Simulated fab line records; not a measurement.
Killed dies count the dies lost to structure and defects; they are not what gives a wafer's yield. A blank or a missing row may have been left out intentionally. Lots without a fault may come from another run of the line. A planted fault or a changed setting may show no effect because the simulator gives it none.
Lot-split experiment || flow sky130 || 23 wafers read across 5 lots, on a route 708 steps long

## SPLIT DETAILS
At SKY_SONOS_TUNNEL_DEVELOP_06 (develop time 60 s), the setting dev_temp_c was moved away from the recipe's 23 C on 10 of the 23 wafers read, by -14.3% to +9.1%. The other wafers ran this setting at the recipe's value.

There is no step in the file separating the split from the reading.

## THE READING
cd_nm, in nm, at SKY_SONOS_TUNNEL_CD_MEAS_07 (target cd 410 nm). Typical for fault-free wafers on this fab line: 410.2 nm, with standard deviation 2 nm.

{"wafer": "L075.1", "tool, chamber at the split": "litho_track-02, 0", "dev_temp_c as run, C": 23, "against the recipe": "recipe", "cd_nm, nm": 410.6, "against lot-mates on the recipe": "-"}
{"wafer": "L075.2", "tool, chamber at the split": "litho_track-02, 0", "dev_temp_c as run, C": 25.1, "against the recipe": "+9.1%", "cd_nm, nm": 402.5, "against lot-mates on the recipe": -8.1}
{"wafer": "L075.3", "tool, chamber at the split": "litho_track-02, 0", "dev_temp_c as run, C": 23, "against the recipe": "recipe", "cd_nm, nm": 410.7, "against lot-mates on the recipe": "-"}
{"wafer": "L075.4", "tool, chamber at the split": "litho_track-02, 0", "dev_temp_c as run, C": 25.1, "against the recipe": "+9.1%", "cd_nm, nm": 405.6, "against lot-mates on the recipe": -5.0}
{"wafer": "L075.6", "tool, chamber at the split": "litho_track-02, 0", "dev_temp_c as run, C": 25.1, "against the recipe": "+9.1%", "cd_nm, nm": 405.2, "against lot-mates on the recipe": -5.4}
{"wafer": "L077.2", "tool, chamber at the split": "litho_track-02, 0", "dev_temp_c as run, C": 23, "against the recipe": "recipe", "cd_nm, nm": 408.8, "against lot-mates on the recipe": "-"}
{"wafer": "L077.3", "tool, chamber at the split": "litho_track-02, 0", "dev_temp_c as run, C": 23, "against the recipe": "recipe", "cd_nm, nm": 410.3, "against lot-mates on the recipe": "-"}
{"wafer": "L077.5", "tool, chamber at the split": "litho_track-02, 0", "dev_temp_c as run, C": 23, "against the recipe": "recipe", "cd_nm, nm": 409.4, "against lot-mates on the recipe": "-"}
{"wafer": "L079.1", "tool, chamber at the split": "litho_track-02, 0", "dev_temp_c as run, C": 24.36, "against the recipe": "+5.9%", "cd_nm, nm": 407.0, "against lot-mates on the recipe": -5.7}
{"wafer": "L079.2", "tool, chamber at the split": "litho_track-02, 0", "dev_temp_c as run, C": 23, "against the recipe": "recipe", "cd_nm, nm": 412.5, "against lot-mates on the recipe": "-"}
{"wafer": "L079.4", "tool, chamber at the split": "litho_track-02, 0", "dev_temp_c as run, C": 23, "against the recipe": "recipe", "cd_nm, nm": 412.9, "against lot-mates on the recipe": "-"}
{"wafer": "L079.5", "tool, chamber at the split": "litho_track-02, 0", "dev_temp_c as run, C": 24.36, "against the recipe": "+5.9%", "cd_nm, nm": 406.0, "against lot-mates on the recipe": -6.7}
{"wafer": "L079.6", "tool, chamber at the split": "litho_track-02, 0", "dev_temp_c as run, C": 24.36, "against the recipe": "+5.9%", "cd_nm, nm": 405.9, "against lot-mates on the recipe": -6.8}
{"wafer": "L081.1", "tool, chamber at the split": "litho_track-04, 0", "dev_temp_c as run, C": 23, "against the recipe": "recipe", "cd_nm, nm": 413.3, "against lot-mates on the recipe": "-"}
{"wafer": "L081.2", "tool, chamber at the split": "litho_track-04, 0", "dev_temp_c as run, C": 20.49, "against the recipe": "-10.9%", "cd_nm, nm": 421.1, "against lot-mates on the recipe": "+8.2"}
{"wafer": "L081.3", "tool, chamber at the split": "litho_track-04, 0", "dev_temp_c as run, C": 23, "against the recipe": "recipe", "cd_nm, nm": 411.7, "against lot-mates on the recipe": "-"}
{"wafer": "L081.4", "tool, chamber at the split": "litho_track-04, 0", "dev_temp_c as run, C": 20.49, "against the recipe": "-10.9%", "cd_nm, nm": 421.0, "against lot-mates on the recipe": "+8.1"}
{"wafer": "L081.6", "tool, chamber at the split": "litho_track-04, 0", "dev_temp_c as run, C": 23, "against the recipe": "recipe", "cd_nm, nm": 413.8, "against lot-mates on the recipe": "-"}
{"wafer": "L085.1", "tool, chamber at the split": "litho_track-04, 0", "dev_temp_c as run, C": 23, "against the recipe": "recipe", "cd_nm, nm": 409.1, "against lot-mates on the recipe": "-"}
{"wafer": "L085.2", "tool, chamber at the split": "litho_track-04, 0", "dev_temp_c as run, C": 19.71, "against the recipe": "-14.3%", "cd_nm, nm": 419.2, "against lot-mates on the recipe": "+8.1"}
{"wafer": "L085.4", "tool, chamber at the split": "litho_track-04, 0", "dev_temp_c as run, C": 19.71, "against the recipe": "-14.3%", "cd_nm, nm": 419.2, "against lot-mates on the recipe": "+8.1"}
{"wafer": "L085.5", "tool, chamber at the split": "litho_track-04, 0", "dev_temp_c as run, C": 23, "against the recipe": "recipe", "cd_nm, nm": 411.0, "against lot-mates on the recipe": "-"}
{"wafer": "L085.6", "tool, chamber at the split": "litho_track-04, 0", "dev_temp_c as run, C": 23, "against the recipe": "recipe", "cd_nm, nm": 413.1, "against lot-mates on the recipe": "-"}

THE FIT
A straight line over all 23 wafers: cd_nm changes by -0.715 nm for each +1% of dev_temp_c; r = -0.95; the points scatter about the line by 1.7 nm.
The same after taking each lot's own level away (the mean of its wafers on the recipe; 23 wafers): -0.694 nm for each +1%; r = -0.96; scatter 1.3 nm.
On that fit, the largest move of dev_temp_c shifts the reading by 9.9 nm.
The lots' own levels span 409.50 to 412.93 nm, that is 1.7 times the standard deviation above.
Consequently the slope shifts little with the lot-to-lot level, the two slopes agreeing.
Check: +9.98 nm against its lot-mates is what the line predicts for one of the wafers moved furthest among these (-14.3%) when that wafer is left out of the fit. It came out at +8.13 nm against them.

## THE OTHER SPLITS THESE WAFERS WENT THROUGH
Other splits were also applied to these wafers ahead of the reading. Each is held against what the fit with the lots' levels taken away leaves over:
{"other split on the same wafers": "SKY_VT_ADJUST_NCORE_EXPOSE_04 dose_mj", "wafers away from the commonest value": 5, "r with cd_nm (lot level and that fit taken away)": -0.26}
{"other split on the same wafers": "SKY_VT_ADJUST_HVTR_COAT_02 spin_rpm", "wafers away from the commonest value": 8, "r with cd_nm (lot level and that fit taken away)": -0.21}
{"other split on the same wafers": "SKY_VT_ADJUST_HVTR_IMPLANT_09 dose_cm2", "wafers away from the commonest value": 7, "r with cd_nm (lot level and that fit taken away)": -0.16}

## THE FILE'S OWN FIT
cd_nm changes by -0.678 nm for each +1% of dev_temp_c, r = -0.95.
